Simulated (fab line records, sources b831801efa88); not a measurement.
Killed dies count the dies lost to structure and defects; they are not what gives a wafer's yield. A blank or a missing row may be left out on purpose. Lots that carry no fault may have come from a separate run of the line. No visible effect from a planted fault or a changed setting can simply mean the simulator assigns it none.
A lot that was struck, set against a sound lot ; flow sky130 ; 16 steps out of a route of 708
Sound: the wafers L740.2, L740.5, L740.6. Struck: wafers L748.3, L748.4, L748.6. At the end, the cause is stated.
Per side, at each step with rows, come the tool, then ch with its chambers, and then its first start. Under that, the readings that differ: sound wafers ; struck wafers ; difference of the means ; sigmas: that difference in standard deviations of wafers without a fault.
alike: words and numbers the same on both sides, and readings whose means are apart by under 2 such deviations; not compared: readings that were withheld, readings missing a value for some wafer, numbers with overlapping values and no deviation given by the record, and bounds like >300 which may hide the same value.
A row with sigmas, a row that says differs or no value, or rows on one side alone: a step with any of these is where the two part. Numbers that have no deviation but don't overlap get no sigmas and don't part them. Lack of a reading on every wafer of one side parts them only where that side has two or more wafers.

first, 5 steps without rows for these wafers: SKY_POLY_GATE_COAT_08 (resist thk 450 nm); SKY_POLY_GATE_SOFTBAKE_09 (time 90 s); SKY_POLY_GATE_EXPOSE_10 (exposes mask P1M, target cd 150 nm); SKY_POLY_GATE_PEB_11; SKY_POLY_GATE_DEVELOP_12 (develop time 60 s).
SKY_POLY_GATE_CD_MEAS_13: the cd target is 150 nm.
  struck on cd sem-02, day 22 02:16; sound on cd sem-01, day 19 00:57
  alike: cd nm
SKY_POLY_GATE_OVL_MEAS_14:
  struck on overlay-02, day 22 02:22; sound on overlay-02, day 19 01:04
reading;sound;struck;difference;sigmas
POLY_GATE_OVL (nm);-8 -7 -9;3 -1 8;+11;+2
SKY_POLY_GATE_ETCH_15: etches BARC in N2/H2, stops on SiO2, time 118.5 s, target depth 110 nm.
  sound on rie diel-01 ch 0,1,3, day 19 01:05; struck on rie diel-01 ch 2,3, day 22 02:23
  alike: bias w, drypump motor current A, n2 flow sccm, oes product au, throttle valve pct
  not compared: rf hours counter h
SKY_POLY_GATE_ETCH_16: etches Si3N4 in CH3F/O2, stops on poly-Si, time 147.5 s, target depth 75 nm.
  sound on rie diel-01 ch 0,1,3, day 19 01:10; struck on rie diel-01 ch 1,2, day 22 02:28
  alike: bias w, drypump motor current A, oes product au, throttle valve pct
  not compared: rf hours counter h
SKY_POLY_GATE_ETCH_17: etches poly-Si in HBr/Cl2, stops on SiO2, target depth 180 nm, time 70.5 s.
  sound on rie si-02 ch 0,1,2, day 19 01:16; struck on rie si-02 ch 1,2, day 22 02:34
reading;sound;struck;difference;sigmas
throttle valve pct (%);33.671 33.670 33.664;33.697 33.689 33.688;+0.023;+2
  alike: bias w, drypump motor current A, oes product au
  not compared: rf hours counter h
SKY_POLY_GATE_STRIP_18: strips in O2/N2.
  sound on plasma asher-01 ch 0,1, day 19 01:19; struck on plasma asher-03 ch 0,1, day 22 02:40
  alike: drypump motor current A, n2 flow sccm, oes product au, strip time to endpoint s
  not compared: rf hours counter h
then, 1 step without rows for these wafers: SKY_POLY_GATE_CLEAN_19 (cleans in SC1/SC2, time 150 s).
SKY_POLY_GATE_OXIDATION_20: stabilise 600 s, purge 300 s, target thk 4 nm.
  sound on furnace-02 ch 0, day 19 04:45; struck on furnace-02 ch 0, day 22 02:46
reading;sound;struck;difference;sigmas
spike tc bottom C (C);864.1 863.7 862.2;874.6 876.2 877.5;+12.8;+5
spike tc centre C (C);852.2 850.8 849.1;862.9 862.7 858.2;+10.6;+9
spike tc lower C (C);851.3 849.9 850.9;863.1 861.7 861.8;+11.5;+10
spike tc top C (C);860.6 862.9 862.4;873.7 872.7 872.6;+11.0;+11
spike tc upper C (C);849.1 850.2 850.2;861.5 860.4 861.9;+11.4;+9
tube center temp C (C);849.98 849.94 850.19;861.06 861.08 861.09;+11.04;+99 or more
tube_center_temp_C_max;851.9 851.8 852.1;863.6 863.9 863.7;+11.8;+34
model.SiO2_of_POLY_GATE_OXIDATION_20.thk nm (nm);4.082 3.98 4.042;4.836 4.901 4.829;+0.821;
SKY_POLY_GATE_THK_MEAS_21:
  struck on film metro-01, day 22 04:02; sound on film metro-03, day 19 06:01
reading;sound;struck;difference;sigmas
POLY_GATE_OXIDATION_THK (nm);4.10 3.98 4.02;4.81 4.86 4.88;+0.82;+9
SKY_POLY_GATE_CD_MEAS_22:
  struck on cd sem-02, day 22 04:08; sound on cd sem-02, day 19 06:05
  alike: cd nm
-- the record jumps here: 27 days lie between the struck wafers' starts before and after (it left off in module POLY_GATE and takes up again in module PAD_OPEN, whose first step shown is number 708 of the route) --
SKY_PAD_OPEN_PROBE_99:
  struck on prober-01, day 49 15:30; sound on prober-01, day 47 18:41
reading;sound;struck;difference;sigmas
model.etest.tip sonos.rs ohm sq;2618 2649 2672;2741 2831 2813;+149;
model.etest.tip n.rs ohm sq;443.7 444.9 440.6;457.6 458.5 457;+14.6;
  alike: killed_at_M0_to_M3, killed_at_M4_up, killed at contacts, killed at front end, killed at other, killed dies, killed on rim, killed open, killed short
  not compared: model.etest.tip p.rs ohm sq

== WHERE THEY PART ==
First at SKY_POLY_GATE_OVL_MEAS_14; last, within this record, at SKY_POLY_GATE_THK_MEAS_21. Later steps at which nothing parts them and some readings are alike: SKY_POLY_GATE_CD_MEAS_22, SKY_PAD_OPEN_PROBE_99.

WHY: what the simulator had put in
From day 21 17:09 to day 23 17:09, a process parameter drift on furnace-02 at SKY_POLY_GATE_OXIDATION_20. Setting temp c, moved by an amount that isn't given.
